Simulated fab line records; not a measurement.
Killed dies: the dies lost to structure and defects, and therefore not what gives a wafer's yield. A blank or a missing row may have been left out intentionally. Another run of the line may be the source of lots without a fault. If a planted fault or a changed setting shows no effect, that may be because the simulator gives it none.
One fault seen from 2 desks    flow gf180mcu    numbers are kept per desk, each desk with only its own; the story behind them comes last

== METROLOGY DESK ==
Lot by lot, what the gauges showed, no matter which tool ran the lot: averages of those sampled wafers that carry a number. Marked OUT: a lot whose mean sits more than 4 standard deviations from the usual mean, which makes it out of limits; the brackets give that distance.
Columns: A = cd_nm at GF_V1_CD_MEAS_14, usual 260.1 nm; B = V1_OVL at GF_V1_OVL_MEAS_15, usual 1 nm
lot   first seen here  A      B
L662  day 19 08:07     260.5  1
L671  day 22 13:28     258.9  0
L672  day 22 20:55     259.3  -4
L679  day 25 04:37     261.5  -3
L681  day 25 22:31     258.9  -1
L682  day 26 02:26     261.2  2
This desk's finding: nothing out of limits on any of the 6 lots.

== THE TOOL OWNER'S DESK: pvd_sputter-03 ==
At GF_V1_SPUTTER_22 (material TiN, target thk 10 nm, time 40 s) the tool's own readings: per lot run on this tool, the mean of the sampled wafers that have a number. Marked OUT: a lot whose mean sits more than 4 standard deviations from the usual mean, which makes it out of limits; the brackets give that distance.
Columns: A = cathode_dc_power_W at GF_V1_SPUTTER_22, usual 3999.9 W; B = throttle_valve_pct at GF_V1_SPUTTER_22, usual 30.1 %
lot   first seen here  A                         B
L671  day 22 14:39     4273.1 (+99 or more) OUT  30.6
L672  day 22 21:50     4272.6 (+99 or more) OUT  30.3
L682  day 26 03:19     3999.9                    30.6
This desk's finding: out of limits on L671, L672; first on L671, day 22 14:39 (cathode_dc_power_W at GF_V1_SPUTTER_22). In limits: L682.

== ALL TOGETHER ==
At day 22 14:39, on L671, L672, the tool owner's desk was in a position to raise an alarm.
At the metrology desk, nothing out of limits was observed.
The metrology desk has L671, L672 on record, within its limits.
The lots listed all ran GF_V1_SPUTTER_22 on pvd_sputter-03.

== WHAT WAS PUT IN BY THE SIMULATOR ==
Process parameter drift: pvd_sputter-03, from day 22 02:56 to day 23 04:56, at GF_V1_SPUTTER_22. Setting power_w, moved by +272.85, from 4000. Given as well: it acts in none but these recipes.
Struck lots among those shown: L671, L672.
Hours from the fault's start to each desk's first reading out of limits: the tool owner's desk, 12.
